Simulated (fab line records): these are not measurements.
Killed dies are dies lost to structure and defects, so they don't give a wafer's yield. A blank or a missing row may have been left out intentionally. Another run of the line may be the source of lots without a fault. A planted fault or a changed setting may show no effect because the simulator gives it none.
Which tool is to blame? | flow gf180mcu | Sampling: 12 lots, 36 wafers, 5 of 602 route steps

WHAT THE GAUGES SHOWED, per wafer
GF_HV_LDD_CD_MEAS_07: target cd 400 nm. Usual: 400.0 nm for cdNm, sd 2.
lot  | measured     | on       | cdNm (nm)         | flag
L191 | day 10 02:10 | cdSem-02 | 401.0 401.9 401.0 | 
L192 | day 10 07:22 | cdSem-02 | 398.3 402.0 399.5 | 
L193 | day 10 14:50 | cdSem-02 | 397.0 398.5 395.5 | 
L200 | day 12 23:33 | cdSem-02 | 400.2 402.0 400.8 | 
L201 | day 13 01:55 | cdSem-02 | 433.7 433.8 433.9 | OFF
L202 | day 13 12:58 | cdSem-01 | 431.6 432.9 434.5 | OFF
L205 | day 14 06:40 | cdSem-01 | 399.0 399.2 398.8 | 
L207 | day 15 04:45 | cdSem-02 | 401.0 399.4 398.4 | 
L209 | day 15 16:18 | cdSem-02 | 400.1 398.7 399.7 | 
L211 | day 16 07:14 | cdSem-01 | 402.9 401.4 403.4 | 
L213 | day 16 21:29 | cdSem-02 | 398.0 397.7 397.8 | 
L214 | day 17 06:37 | cdSem-02 | 399.8 401.6 402.6 | 

GF_PSD_CD_MEAS_07: target cd 400 nm. Usual: 399.5 nm for cdNm, sd 2.4.
lot  | measured     | on       | cdNm (nm)         | flag
L191 | day 14 07:28 | cdSem-02 | 398.1 397.5 399.5 | 
L192 | day 14 14:11 | cdSem-01 | 400.9 399.1 399.5 | 
L193 | day 15 00:34 | cdSem-01 | 401.7 402.8 401.8 | 
L200 | day 17 18:47 | cdSem-02 | 395.9 394.6 395.4 | 
L201 | day 17 22:19 | cdSem-02 | 398.4 399.7 401.2 | 
L202 | day 18 09:22 | cdSem-01 | 400.6 400.6 398.4 | 
L205 | day 19 04:23 | cdSem-02 | 398.6 395.7 397.0 | 
L207 | day 20 06:23 | cdSem-02 | 398.1 397.6 397.6 | 
L209 | day 20 17:35 | cdSem-02 | 398.5 399.2 396.0 | 
L211 | day 21 10:37 | cdSem-01 | 399.4 399.3 398.4 | 
L213 | day 22 02:13 | cdSem-01 | 401.9 402.4 402.4 | 
L214 | day 22 11:19 | cdSem-02 | 399.9 398.8 399.1 | 

WHICH TOOL RAN EACH LOT (tool, then ch and the chambers of the sampled wafers, then the start)
lot  | GF_HV_LDD_COAT_02                | GF_HV_LDD_STRIP_10                  | GF_NSD_STRIP_11
L191 | lithoTrack-03 ch 0, day 9 17:01  | plasmaAsher-04 ch 0,1, day 10 02:26 | plasmaAsher-03 ch 0,1, day 13 11:04
L192 | lithoTrack-03 ch 0, day 9 22:02  | plasmaAsher-03 ch 0,1, day 10 07:40 | plasmaAsher-04 ch 0,1, day 13 17:17
L193 | lithoTrack-01 ch 0, day 10 05:50 | plasmaAsher-01 ch 0,1, day 10 15:07 | plasmaAsher-03 ch 0,1, day 14 03:14
L200 | lithoTrack-03 ch 0, day 12 13:20 | plasmaAsher-03 ch 0,1, day 12 23:51 | plasmaAsher-02 ch 0, day 16 19:59
L201 | lithoTrack-03 ch 0, day 12 15:41 | plasmaAsher-01 ch 0,1, day 13 02:13 | plasmaAsher-04 ch 0,1, day 16 23:01
L202 | lithoTrack-03 ch 0, day 13 02:49 | plasmaAsher-03 ch 0,1, day 13 13:16 | plasmaAsher-04 ch 0,1, day 17 09:45
L205 | lithoTrack-04 ch 0, day 13 19:49 | plasmaAsher-03 ch 0,1, day 14 06:56 | plasmaAsher-03 ch 0,1, day 18 04:26
L207 | lithoTrack-01 ch 0, day 14 17:48 | plasmaAsher-01 ch 0,1, day 15 05:04 | plasmaAsher-02 ch 0,1, day 19 05:44
L209 | lithoTrack-01 ch 0, day 15 05:21 | plasmaAsher-01 ch 0,1, day 15 16:37 | plasmaAsher-04 ch 0,1, day 19 17:37
L211 | lithoTrack-01 ch 0, day 15 20:15 | plasmaAsher-03 ch 0,1, day 16 07:32 | plasmaAsher-02 ch 0,1, day 20 10:19
L213 | lithoTrack-04 ch 0, day 16 09:45 | plasmaAsher-04 ch 0,1, day 16 21:47 | plasmaAsher-02 ch 0,1, day 21 02:40
L214 | lithoTrack-04 ch 0, day 16 19:19 | plasmaAsher-01 ch 0,1, day 17 06:54 | plasmaAsher-02 ch 0,1, day 21 11:41
- GF_HV_LDD_COAT_02: resist thk 1000 nm.
- GF_HV_LDD_STRIP_10: strips in O2/N2.
- GF_NSD_STRIP_11: strips in O2/N2.

AS READ BY THE TOOLS THEMSELVES (means over the sampled wafers that have a number; for cases with no such wafer, the mark the record gives instead)
GF_HV_LDD_COAT_02. Usual: 52.9 kPa for dispensePressureKPa, sd 1.6.
lot  | tool          | dispensePressureKPa (kPa) | flag
L191 | lithoTrack-03 | 54.0                      | 
L192 | lithoTrack-03 | 54.0                      | 
L193 | lithoTrack-01 | 50.0                      | 
L200 | lithoTrack-03 | 54.0                      | 
L201 | lithoTrack-03 | 54.1                      | 
L202 | lithoTrack-03 | 54.0                      | 
L205 | lithoTrack-04 | 52.7                      | 
L207 | lithoTrack-01 | 50.1                      | 
L209 | lithoTrack-01 | 50.1                      | 
L211 | lithoTrack-01 | 50.1                      | 
L213 | lithoTrack-04 | 52.7                      | 
L214 | lithoTrack-04 | 52.7                      | 

GF_HV_LDD_STRIP_10. Usual: drypumpMotorCurrentA 6.1 A, standard deviation 0.47; heaterPowerW 312 W, standard deviation 24; oesProductAu 0.715 a.u., standard deviation 0.0047; stripTimeToEndpointS 12.638 s, standard deviation 0.029.
lot  | tool           | drypumpMotorCurrentA (A) | heaterPowerW (W) | oesProductAu (a.u.) | stripTimeToEndpointS (s) | flag
L191 | plasmaAsher-04 | 5.5                      | 309              | 0.713               | 12.640                   | 
L192 | plasmaAsher-03 | 6.1                      | 324              | 0.713               | 12.587                   | 
L193 | plasmaAsher-01 | 6.7                      | 307              | 0.715               | 12.655                   | 
L200 | plasmaAsher-03 | 6.1                      | 327              | 0.714               | 12.639                   | 
L201 | plasmaAsher-01 | 6.7                      | 303              | 0.619               | 9.356                    | OFF
L202 | plasmaAsher-03 | 6.0                      | 338              | 0.630               | 9.349                    | OFF
L205 | plasmaAsher-03 | 6.0                      | 344              | 0.713               | 12.636                   | 
L207 | plasmaAsher-01 | 6.6                      | 305              | 0.712               | 12.648                   | 
L209 | plasmaAsher-01 | 6.7                      | 307              | 0.713               | 12.674                   | 
L211 | plasmaAsher-03 | 6.1                      | 328              | 0.717               | 12.642                   | 
L213 | plasmaAsher-04 | 5.5                      | 305              | 0.713               | 12.650                   | 
L214 | plasmaAsher-01 | 6.7                      | 307              | 0.718               | 12.628                   | 

GF_NSD_STRIP_11. Usual: drypumpMotorCurrentA 5.92 A, standard deviation 0.29; heaterPowerW 327 W, standard deviation 31; oesProductAu 0.487 a.u., standard deviation 0.0043; stripTimeToEndpointS 22.97 s, standard deviation 0.035.
lot  | tool           | drypumpMotorCurrentA (A) | heaterPowerW (W) | oesProductAu (a.u.) | stripTimeToEndpointS (s) | flag
L191 | plasmaAsher-03 | 6.02                     | 337              | 0.492               | 22.97                    | 
L192 | plasmaAsher-04 | 5.50                     | 308              | 0.483               | 23.00                    | 
L193 | plasmaAsher-03 | 6.07                     | 330              | 0.489               | 22.99                    | 
L200 | plasmaAsher-02 | 6.23                     | 368              | 0.492               | 22.96                    | 
L201 | plasmaAsher-04 | 5.48                     | 311              | 0.488               | 23.03                    | 
L202 | plasmaAsher-04 | 5.49                     | 298              | 0.486               | 22.97                    | 
L205 | plasmaAsher-03 | 6.02                     | 345              | 0.486               | 23.00                    | 
L207 | plasmaAsher-02 | 6.16                     | 352              | 0.485               | 22.97                    | 
L209 | plasmaAsher-04 | 5.49                     | 314              | 0.488               | 22.91                    | 
L211 | plasmaAsher-02 | 6.13                     | 330              | 0.481               | 22.95                    | 
L213 | plasmaAsher-02 | 6.09                     | 333              | 0.488               | 22.97                    | 
L214 | plasmaAsher-02 | 6.12                     | 333              | 0.490               | 22.95                    | 

THE ANSWER, worked out from the rows above alone
Rule: take the mean of a lot's wafers that have a number; if it is more than 3 standard deviations from the usual mean, the lot is off. A lot without any number at a reading at which 4 lots or more have one is off too. The other lots that the step has rows for count as sound. The gauges are gone through in route order, then the tools' own readings, and for those a lot's mean is taken as printed above. The first step at which some lot is off is used, and at that step the reading that is off furthest; a lot without a number counts as furthest.
Off: L201, L202 (GF_HV_LDD_CD_MEAS_07, cdNm).
A tool fits if, at a process step before that reading, it ran every lot that is off, and no sound lot after the first of them. The gauges at GF_HV_LDD_CD_MEAS_07 aren't tried: what is off there is off at GF_HV_LDD_STRIP_10 too, on other tools, and a gauge's error can't cause that. One fits: GF_HV_LDD_COAT_02 on lithoTrack-03. A fault onset in the window from L200 (day 12 13:20, its last sound lot) to L201 (day 12 15:41, its first lot off) fits.

WHAT THE SIMULATOR HAD INSERTED
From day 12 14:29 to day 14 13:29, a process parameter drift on lithoTrack-03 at GF_HV_LDD_COAT_02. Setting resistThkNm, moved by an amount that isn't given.
Struck lots among those shown: L201, L202. The same result came from the rule above.
